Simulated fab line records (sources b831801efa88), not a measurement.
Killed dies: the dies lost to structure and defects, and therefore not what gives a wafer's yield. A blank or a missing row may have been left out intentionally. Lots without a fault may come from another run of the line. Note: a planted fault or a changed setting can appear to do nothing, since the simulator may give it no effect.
A single fault, viewed from 2 desks :: flow gf180mcu :: every desk sees just its own numbers, and what lay behind them comes last

== AT THE TOOL OWNER'S DESK: pvdSputter-01 ==
The tool's own readings at GF_MIM_SPUTTER_08 (material AlCu, target thk 200 nm, time 10.6 s): means of the sampled wafers that have a number, for each lot that ran on this tool. If a lot's mean is further than 4 standard deviations from the usual mean, the lot is out of limits and carries the mark OUT (the distance appears in the brackets).
Columns: A = throttleValvePct at GF_MIM_SPUTTER_08, usual 30.2 %
lot: L279
first seen here: day 24 17:17
A: 31.0

lot: L281
first seen here: day 25 13:53
A: 31.0

lot: L282
first seen here: day 25 22:17
A: 31.4

lot: L285
first seen here: day 26 20:35
A: 31.5

lot: L291
first seen here: day 28 22:25
A: 31.1

lot: L292
first seen here: day 29 01:14
A: 31.3
This desk's verdict: no lot among the 6 shows anything out of limits.

== THE METROLOGY DESK ==
Lot by lot, what the gauges showed, no matter which tool ran the lot: averages of those sampled wafers that carry a number. If a lot's mean is further than 4 standard deviations from the usual mean, the lot is out of limits and carries the mark OUT (the distance appears in the brackets).
Columns: A = MIM_ALCU_RS at GF_MIM_RS_MEAS_10, usual 0.1602 ohm/sq; B = MIM_ALCU_THK at GF_MIM_THK_MEAS_11, usual 199.5 nm
lot: L279
first seen here: day 24 17:20
A: 0.1598
B: 200.9

lot: L281
first seen here: day 25 13:58
A: 0.1616
B: 198.1

lot: L282
first seen here: day 25 22:20
A: 0.1609
B: 198.4

lot: L285
first seen here: day 26 20:38
A: 0.1593
B: 202.3

lot: L286
first seen here: day 27 09:52
A: 0.1580
B: 203.2

lot: L291
first seen here: day 28 22:28
A: 0.1005 (-27) OUT
B: 312.4 (+39) OUT

lot: L292
first seen here: day 29 01:19
A: 0.1003 (-27) OUT
B: 316.0 (+40) OUT

lot: L298
first seen here: day 30 14:37
A: 0.1604
B: 198.3

lot: L299
first seen here: day 30 16:54
A: 0.1566
B: 204.3

lot: L300
first seen here: day 31 02:13
A: 0.1609
B: 198.3
This desk's finding: out of limits on L291, L292; first on L291, day 28 22:28 (MIM_ALCU_RS at GF_MIM_RS_MEAS_10). In limits: L279, L281, L282, L285, L286, L298, L299, L300.

== BROUGHT TOGETHER ==
Metrology desk: alarm possible at day 28 22:28 on L291, L292.
The desk of the tool owner found nothing out of limits.
Tool owner's desk: L291, L292 on record, inside its limits.
Of the lots named, all ran GF_MIM_SPUTTER_08 on pvdSputter-01.

== WHAT THE SIMULATOR HAD PUT IN ==
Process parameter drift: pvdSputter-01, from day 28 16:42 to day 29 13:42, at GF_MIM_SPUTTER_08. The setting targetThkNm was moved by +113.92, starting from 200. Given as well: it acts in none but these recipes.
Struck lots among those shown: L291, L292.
Hours from the fault's start to each desk's first reading out of limits: the metrology desk, 6.
